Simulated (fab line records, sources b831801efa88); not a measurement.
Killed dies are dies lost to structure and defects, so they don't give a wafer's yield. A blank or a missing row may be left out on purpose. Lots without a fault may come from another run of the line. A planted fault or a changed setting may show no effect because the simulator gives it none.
Which tool did it? | flow gf180mcu | 6 lots, 17 wafers sampled, at 3 steps of a route of 602

WHAT THE GAUGES READ, wafer by wafer
GF_PSD_TW_MEAS_11.
lot  | measured     | on            | PSD_TW
L878 | day 15 09:16 | film_metro-03 | 3206 3197 3197
L881 | day 16 04:31 | film_metro-04 | 3181 3174 3179
L886 | day 18 02:13 | film_metro-04 | 3173 3153 3171
L890 | day 19 12:46 | film_metro-03 | 3007 3161
L896 | day 21 13:44 | film_metro-01 | 3206 3209 3199
L898 | day 22 07:16 | film_metro-04 | 3191 3179 3175

WHICH TOOL RAN EACH LOT (tool, then ch and the chambers of the sampled wafers, then the start)
lot  | GF_PSD_IMPLANT_09               | GF_PSD_STRIP_10
L878 | implanter-02 ch 0, day 15 09:01 | plasma_asher-04 ch 0,1, day 15 09:09
L881 | implanter-01 ch 0, day 16 04:17 | plasma_asher-02 ch 0,1, day 16 04:25
L886 | implanter-01 ch 0, day 18 01:58 | plasma_asher-04 ch 1, day 18 02:06
L890 | implanter-01 ch 0, day 19 12:31 | plasma_asher-03 ch 0,1, day 19 12:40
L896 | implanter-04 ch 0, day 21 13:29 | plasma_asher-03 ch 0,1, day 21 13:38
L898 | implanter-04 ch 0, day 22 07:03 | plasma_asher-03 ch 0,1, day 22 07:11
- GF_PSD_IMPLANT_09
- GF_PSD_STRIP_10: strips in O2/N2.

THE ANSWER, worked out from the rows above alone
Rule: what is usual is taken from the lots themselves. Put in order of their means at a reading, lots are off if they are a third of the lots or fewer, leave a main group of 4 or more, and stand apart from it by a gap of 3 or more times the standard deviation of the main group's means; of several such gaps the widest counts. A main group whose means are all the same, to the digits that the tables above print for the reading, isn't used. A lot without any number at a reading at which 4 lots or more have one is off too. The other lots that the step has rows for count as sound.
Off: L890, at GF_PSD_TW_MEAS_11 (PSD_TW). The main group: mean 3186, standard deviation 14.
A tool fits if, at a process step before that reading, it ran every lot that is off, and no sound lot after the first of them. The gauges at GF_PSD_TW_MEAS_11 are tried like those tools. Can't be told from this: 2 tools fit, implanter-01 at GF_PSD_IMPLANT_09, film_metro-03 at GF_PSD_TW_MEAS_11.

WHAT THE SIMULATOR HAD PUT IN
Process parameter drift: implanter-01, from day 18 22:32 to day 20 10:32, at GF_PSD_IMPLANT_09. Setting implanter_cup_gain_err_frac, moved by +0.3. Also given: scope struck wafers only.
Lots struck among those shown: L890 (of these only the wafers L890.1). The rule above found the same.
